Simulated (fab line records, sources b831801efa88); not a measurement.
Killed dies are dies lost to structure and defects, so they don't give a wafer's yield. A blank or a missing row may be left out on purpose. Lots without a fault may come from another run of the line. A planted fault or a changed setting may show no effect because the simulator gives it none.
One fault seen from 2 desks | flow gf180mcu | each desk has only its own numbers; what lay behind them comes last

THE TOOL OWNER'S DESK: litho_track-01
The tool's own readings at GF_LVPWELL_COAT_02 (resist thk 3000 nm): means of the sampled wafers that have a number, for each lot that ran on this tool. A lot is out of limits, marked OUT, if its mean lies more than 4 standard deviations from the usual mean; the brackets give that distance.
Columns: A = chill_plate_temp_C at GF_LVPWELL_COAT_02, usual 22.99 C
lot  | first seen here | A
L493 | day 6 12:13     | 23.01
L496 | day 7 03:35     | 23.04
This desk's finding: nothing out of limits on any of the 2 lots.

THE METROLOGY DESK
What the gauges read, lot by lot, whatever tool the lot ran on: means of the sampled wafers that have a number. A lot is out of limits, marked OUT, if its mean lies more than 4 standard deviations from the usual mean; the brackets give that distance.
Columns: A = STI_CVD_03_THK at GF_STI_THK_MEAS_04, usual 207.5 nm
lot  | first seen here | A
L481 | day 1 16:03     | 209.4
L482 | day 1 19:28     | 207.7
L483 | day 2 00:54     | 209.2
L484 | day 2 05:29     | 208.4
L485 | day 2 09:37     | 204.7
L486 | day 2 15:34     | 207.9
L493 | day 4 02:33     | 200.7
L495 | day 4 13:22     | 205.1
L496 | day 4 17:40     | 207.3
L497 | day 4 21:34     | 208.7
L498 | day 5 06:12     | 204.3
L501 | day 5 21:11     | 208.5
This desk's finding: nothing out of limits on any of the 12 lots.

PUT TOGETHER
The tool owner's desk saw nothing out of limits.
The metrology desk saw nothing out of limits.

WHAT THE SIMULATOR HAD PUT IN
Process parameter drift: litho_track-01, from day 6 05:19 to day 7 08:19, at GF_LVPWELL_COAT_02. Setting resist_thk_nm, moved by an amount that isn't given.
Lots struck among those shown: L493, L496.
